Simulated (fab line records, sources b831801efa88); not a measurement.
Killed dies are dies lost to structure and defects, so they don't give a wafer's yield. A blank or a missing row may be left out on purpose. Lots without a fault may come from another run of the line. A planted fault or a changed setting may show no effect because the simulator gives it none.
A struck lot beside a sound one | flow sfq_line | 37 steps out of a route of 325
Sound: wafers L636.1, L636.4, L636.6. Struck: wafer L634.2. (L634.3, L634.5 of the same lot were not struck and are left out.) The cause comes at the end.
At each step with rows: each side's tool, then ch and its chambers, then its first start. Under that, the readings that differ: sound wafers | struck wafers | difference of the means | sigmas: that difference in standard deviations of wafers without a fault.
alike: readings whose means differ by less than 2 such deviations, and words and numbers that are the same on both sides. not compared: withheld readings, readings that some wafer has no value for, bounds like >300 that may hide the same value, and numbers for which the record gives no deviation and whose values overlap.
The two part at a step that has a row with sigmas, a row that says differs or no value, or rows on one side only. Numbers that don't overlap but have no deviation are shown without sigmas and don't part them. A reading that every wafer of one side lacks parts them only if that side has two wafers or more.

SFQ_R5_THK_MEAS_934: measures by xrf.
  sound on film_metro-01, day 58 17:57; struck on film_metro-01, day 57 21:34
  alike: R5_MONX_THK
then, 6 steps without rows for these wafers: SFQ_TRILAYER_R5_LITHO_COAT_141 (resist thk 62 nm); SFQ_TRILAYER_R5_LITHO_COAT_136 (resist thk 600 nm); SFQ_TRILAYER_R5_LITHO_SOFTBAKE_140; SFQ_TRILAYER_R5_LITHO_EXPOSE_137 (exposes mask R5, target cd 500 nm); SFQ_TRILAYER_R5_LITHO_PEB_139 (peb time 60 s); SFQ_TRILAYER_R5_LITHO_DEVELOP_138 (time 60 s).
-- the record jumps here: 6 days lie between the struck wafers' starts before and after --
SFQ_R5_OVL_MEAS_935:
  sound on overlay-02, day 64 19:52; struck on overlay-01, day 64 05:29
  alike: R5_OVL
then, 1 step without rows for these wafers: SFQ_TRILAYER_R5_BARC_OPEN_METAL_ETCH_177 (etches BARC in O2, target depth 125 nm, time 41.7 s).
SFQ_TRILAYER_R5_ETCH_METAL_ETCH_139: etches the open film in Cl2, stops on SiO2, target depth 60 nm, time 40 s.
  sound on rie_metal-03 ch 0, day 64 19:58; struck on rie_metal-03 ch 0, day 64 05:34
  alike: drypump_motor_current_A, oes_product_au
  not compared: rf_hours_counter_h
then, 2 steps without rows for these wafers: SFQ_TRILAYER_R5_STRIP_STRIP_140 (strips in O2); SFQ_TRILAYER_R5_STRIP_SOLV_CLEAN_141 (cleans in NMP, time 600 s).
SFQ_TRILAYER_A5C_DEP_PECVD_142: deposits SiO2 from SiH4/N2O, time 15.556 s, target thk 70 nm.
  sound on pecvd-02 ch 0,1,2, day 64 20:48; struck on pecvd-04 ch 1, day 64 06:24
  reading                                              | sound             | struck | difference | sigmas
  model.SiO2_of_TRILAYER_A5C_DEP_PECVD_142.thk_nm (nm) | 69.88 71.38 71.65 | 61.56  | -9.41      |
  alike: heater_power_w, throttle_valve_pct
then, 6 steps without rows for these wafers: SFQ_TRILAYER_I5_LITHO_COAT_149 (resist thk 62 nm); SFQ_TRILAYER_I5_LITHO_COAT_144 (resist thk 650 nm); SFQ_TRILAYER_I5_LITHO_SOFTBAKE_148; SFQ_TRILAYER_I5_LITHO_EXPOSE_145 (exposes mask I5, target cd 700 nm); SFQ_TRILAYER_I5_LITHO_PEB_147 (peb time 60 s); SFQ_TRILAYER_I5_LITHO_DEVELOP_146 (time 60 s).
-- the record jumps here: 6 days lie between the struck wafers' starts before and after --
SFQ_I5_OVL_MEAS_936:
  sound on overlay-02, day 70 17:00; struck on overlay-02, day 70 00:05
  alike: I5_OVL
then, 1 step without rows for these wafers: SFQ_TRILAYER_I5_BARC_OPEN_VIA_ETCH_200 (etches BARC in O2, target depth 125 nm, time 41.7 s).
SFQ_TRILAYER_I5_ETCH_VIA_ETCH_147: etches the open film in CHF3, stops on Nb, target depth 360 nm.
  sound on rie_diel-04 ch 0,3, day 70 17:04; struck on rie_diel-03 ch 0, day 70 00:09
  reading                     | sound       | struck | difference | sigmas
  drypump_motor_current_A (A) | 5.7 5.7 5.7 | 4.8    | -0.9       | -2
  alike: oes_product_au
SFQ_TRILAYER_I5_STRIP_STRIP_148: strips in O2.
  sound on rie_metal-02 ch 1, day 70 17:13; struck on rie_metal-03 ch 0, day 70 00:30
  alike: drypump_motor_current_A, oes_product_au, platen_temp_c
  not compared: rf_hours_counter_h
then, 7 steps without rows for these wafers: SFQ_TRILAYER_I5_STRIP_SOLV_CLEAN_149 (cleans in NMP, time 600 s); SFQ_TRILAYER_C5_LITHO_COAT_156 (resist thk 62 nm); SFQ_TRILAYER_C5_LITHO_COAT_151 (resist thk 650 nm); SFQ_TRILAYER_C5_LITHO_SOFTBAKE_155; SFQ_TRILAYER_C5_LITHO_EXPOSE_152 (exposes mask C5, target cd 500 nm); SFQ_TRILAYER_C5_LITHO_PEB_154 (peb time 60 s); SFQ_TRILAYER_C5_LITHO_DEVELOP_153 (time 60 s).
-- the record jumps here: 4 days lie between the struck wafers' starts before and after --
SFQ_C5_OVL_MEAS_937:
  sound on overlay-02, day 75 02:11; struck on overlay-01, day 74 04:36
  alike: C5_OVL
SFQ_TRILAYER_C5_BARC_OPEN_VIA_ETCH_210: etches BARC in O2, target depth 125 nm, time 41.7 s.
  sound on rie_diel-04 ch 1,2,3, day 75 02:14; struck on rie_diel-04 ch 3, day 74 04:38
  alike: drypump_motor_current_A, oes_product_au
  not compared: rf_hours_counter_h
SFQ_TRILAYER_C5_ETCH_VIA_ETCH_154: etches SiO2 in CHF3, stops on Nb, target depth 84 nm.
  sound on rie_diel-04 ch 1,2,3, day 75 02:16; struck on rie_diel-04 ch 3, day 74 04:40
  reading                        | sound             | struck | difference | sigmas
  oes_product_au (a.u.)          | 0.895 0.909 0.911 | 0.830  | -0.075     | -10
  model.C5.feature_depth_nm (nm) | 69.88 71.38 71.65 | 61.56  | -9.41      |
  model.etch.depth_nm (nm)       | 69.88 71.38 71.65 | 61.56  | -9.41      |
  alike: drypump_motor_current_A
then, 2 steps without rows for these wafers: SFQ_TRILAYER_C5_STRIP_STRIP_155 (strips in O2); SFQ_TRILAYER_C5_STRIP_SOLV_CLEAN_156 (cleans in NMP, time 600 s).
SFQ_TRILAYER_M6_DEP_PRE_CLEAN_158: time 22.5 s.
  sound on pvd_sputter-05, day 75 03:05; struck on pvd_sputter-04, day 74 05:29
  reading                                              | sound             | struck | difference | sigmas
  model.SiO2_of_TRILAYER_A5C_DEP_PECVD_142.thk_nm (nm) | 62.38 63.88 64.15 | 54.06  | -9.41      |
SFQ_TRILAYER_M6_DEP_SPUTTER_157: material Nb, target thk 200 nm, time 133.3 s.
  sound on pvd_sputter-05, day 75 03:07; struck on pvd_sputter-04, day 74 05:31
  alike: throttle_valve_pct

WHERE THEY PART
First at SFQ_TRILAYER_I5_ETCH_VIA_ETCH_147; last, within this record, at SFQ_TRILAYER_C5_ETCH_VIA_ETCH_154. Later steps at which nothing parts them and some readings are alike: SFQ_TRILAYER_M6_DEP_SPUTTER_157.

WHY: what the simulator had put in
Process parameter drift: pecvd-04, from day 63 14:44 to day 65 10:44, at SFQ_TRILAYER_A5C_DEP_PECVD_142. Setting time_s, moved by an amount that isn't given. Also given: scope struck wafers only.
